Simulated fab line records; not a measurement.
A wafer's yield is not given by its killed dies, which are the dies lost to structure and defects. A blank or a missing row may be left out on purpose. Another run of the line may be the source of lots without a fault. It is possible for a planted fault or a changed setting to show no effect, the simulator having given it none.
A lot that was struck, set against a sound lot / flow sky130 / 14 out of 708 route steps
Sound: wafers L612.1, L612.2, L612.3. Struck: wafers L606.3, L606.4, L606.5. The cause comes at the end.
Each step with rows lists, per side, the tool, then ch with its chambers, then its first start. Under that, the readings that differ: sound wafers / struck wafers / difference of the means / sigmas: that difference in standard deviations of wafers without a fault.
alike: words and numbers the same on both sides, and readings whose means are apart by under 2 such deviations; not compared: readings that were withheld, readings missing a value for some wafer, numbers with overlapping values and no deviation given by the record, and bounds like >300 which may hide the same value.
The two part at a step that has a row with sigmas, a row that says differs or no value, or rows on one side only. Numbers that don't overlap but have no deviation are shown without sigmas and don't part them. A reading that every wafer of one side lacks parts them only if that side has two wafers or more.

first, 1 step without rows for these wafers: SKY_GATE_OXIDE_WET_ETCH_12 (etches SiO2 in dHF, target depth 16.8 nm, time 336 s).
SKY_GATE_OXIDE_STRIP_13: strips in O2/N2.
  sound on plasma asher-02 ch 0,1, day 20 19:40; struck on plasma asher-01 ch 0,1, day 19 03:33
  alike: drypump motor current A, n2 flow sccm, o2 flow sccm, oes product au, strip time to endpoint s
  not compared: rf hours counter h
SKY_GATE_OXIDE_TW_MEAS_14:
  sound: film metro-02 at day 20 19:46; struck: film metro-03 at day 19 03:38
reading=GATE_OXIDE_TW; sound=227.3 227.8 228.0; struck=222.3 222.1 221.9; difference=-5.6; sigmas=-2
then, 3 steps without rows for these wafers: SKY_GATE_OXIDE_CLEAN_15 (cleans in SC1/SC2, time 144.7 s); SKY_GATE_OXIDE_OXIDATION_16 (stabilise 600 s, purge 300 s, target thk 3.57 nm); SKY_POLY_GATE_CVD_00 (deposits poly-Si, target thk 180 nm, time 720 s).
SKY_POLY_GATE_THK_MEAS_01:
  sound: film metro-04 at day 20 22:37; struck: film metro-04 at day 19 07:13
  alike: POLY_GATE_CVD_00_THK
then, 5 steps without rows for these wafers: SKY_RES_PROTECT_DEHYDRATE_00 (time 60 s); SKY_RES_PROTECT_HMDS_01 (prime time 60 s); SKY_RES_PROTECT_COAT_02 (resist thk 1140 nm); SKY_RES_PROTECT_SOFTBAKE_03 (time 60 s); SKY_RES_PROTECT_EXPOSE_04 (exposes mask RPM, target cd 1270 nm).
SKY_RES_PROTECT_PEB_05:
  sound on litho track-02 ch 0, day 22 04:13; struck on litho track-02, day 20 13:55
reading=exhaust pa (Pa); sound=46.0 46.6 44.9; struck=- - -; difference=no value on the struck wafers; sigmas=
  not compared: chill plate temp C
then, 1 step without rows for these wafers: SKY_RES_PROTECT_DEVELOP_06 (develop time 60 s).

== WHERE THEY PART ==
First at SKY_GATE_OXIDE_TW_MEAS_14; last, within this record, at SKY_RES_PROTECT_PEB_05.

WHY: whatever the simulator had introduced
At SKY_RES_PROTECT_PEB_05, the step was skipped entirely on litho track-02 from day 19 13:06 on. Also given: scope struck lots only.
